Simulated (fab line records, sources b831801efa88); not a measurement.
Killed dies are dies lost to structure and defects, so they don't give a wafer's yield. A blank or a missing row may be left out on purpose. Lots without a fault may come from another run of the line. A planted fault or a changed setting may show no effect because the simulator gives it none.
Problem report in the 8D (eight disciplines) form, filled by code | flow sky130 | the parts of the form that need people (team, actions taken, sign-off) are left out

1. THE PROBLEM
strip_time_to_endpoint_s at SKY_CONTACT_STRIP_19 reads a mean of 3.83 s on 2 wafers of 2 lots; wafers without a fault read 3.62 s with a standard deviation of 0.03. That is +6.8 standard deviations from the usual mean.
The step: strips in O2/N2.
First seen on wafer L467.6, day 36 22:54, on plasma_asher-03. The record holds 33 wafers of 11 lots with a number at this step. Rule for "out", or "out of limits": more than 4 standard deviations from the usual mean. The other wafers with a number count as sound.

2. WHAT IT IS AND WHAT IT IS NOT
question                    | is                               | is not
which readings at this step | strip_time_to_endpoint_s         | chamber_pressure_mTorr, drypump_motor_current_A
which lots                  | L467, L469                       | L452, L453, L456, L457, L458, L459, L460, L463, L473
which wafers of those lots  | L467.6, L469.6                   | L467.1, L467.3, L469.2, L469.3
read on which tools         | plasma_asher-01, plasma_asher-03 | plasma_asher-02
when                        | from day 36 22:54                | up to then (26 sound wafers); but 5 sound wafers of L469, L473 came after

3. SUSPECTS, AND WHAT RULES EACH OUT
Counting: a tool at a process step up to the reading stays a suspect if it ran every lot that is out. Sound lots after the first of them don't rule it out here, since some wafers of a struck lot are sound.
- litho_track-01 at SKY_CONTACT_COAT_09 (resist thk 450 nm): kept. It ran every lot that is out, first L467 (day 36 10:00); its last sound lot up to then is L452 (day 31 18:00).
Left after counting: litho_track-01 at SKY_CONTACT_COAT_09.

4. THE CAUSE (what the simulator had put in)
Process parameter drift: litho_track-01, from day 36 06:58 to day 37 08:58, at SKY_CONTACT_COAT_09. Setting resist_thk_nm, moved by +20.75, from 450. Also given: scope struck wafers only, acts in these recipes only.
Counting left only this tool.

5. THE CHAIN OF EFFECTS, in route order
Each row: a reading whose mean over the struck wafers that have a number lies more than 3 standard deviations from the usual. Only readings for which the record gives a usual standard deviation are gone through. hours: the time from each lot's start at the first step in this table that gives one to its start at this step, as a median over the lots. sigmas: the change in usual standard deviations.
hours | step                 | reading                  | usual  | on struck wafers | change | sigmas
0     | SKY_CONTACT_STRIP_19 | strip_time_to_endpoint_s | 3.62 s | 3.83             | +0.21  | +6.8
The process steps in it:
- SKY_CONTACT_STRIP_19: strips in O2/N2.

6. WHAT WOULD HAVE CAUGHT IT SOONER
In this record the first reading out of limits was taken at day 36 22:54, 16 hours after the fault began at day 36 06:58.
Of the tool readings at SKY_CONTACT_COAT_09 for which the record gives a usual standard deviation, none was out on any struck wafer, so an alarm limit of 4 standard deviations on them would not have fired.
All the lots that are out (2) had begun SKY_CONTACT_COAT_09 on litho_track-01 by day 36 22:54. A hold on the tool at that time would have spared none of them.
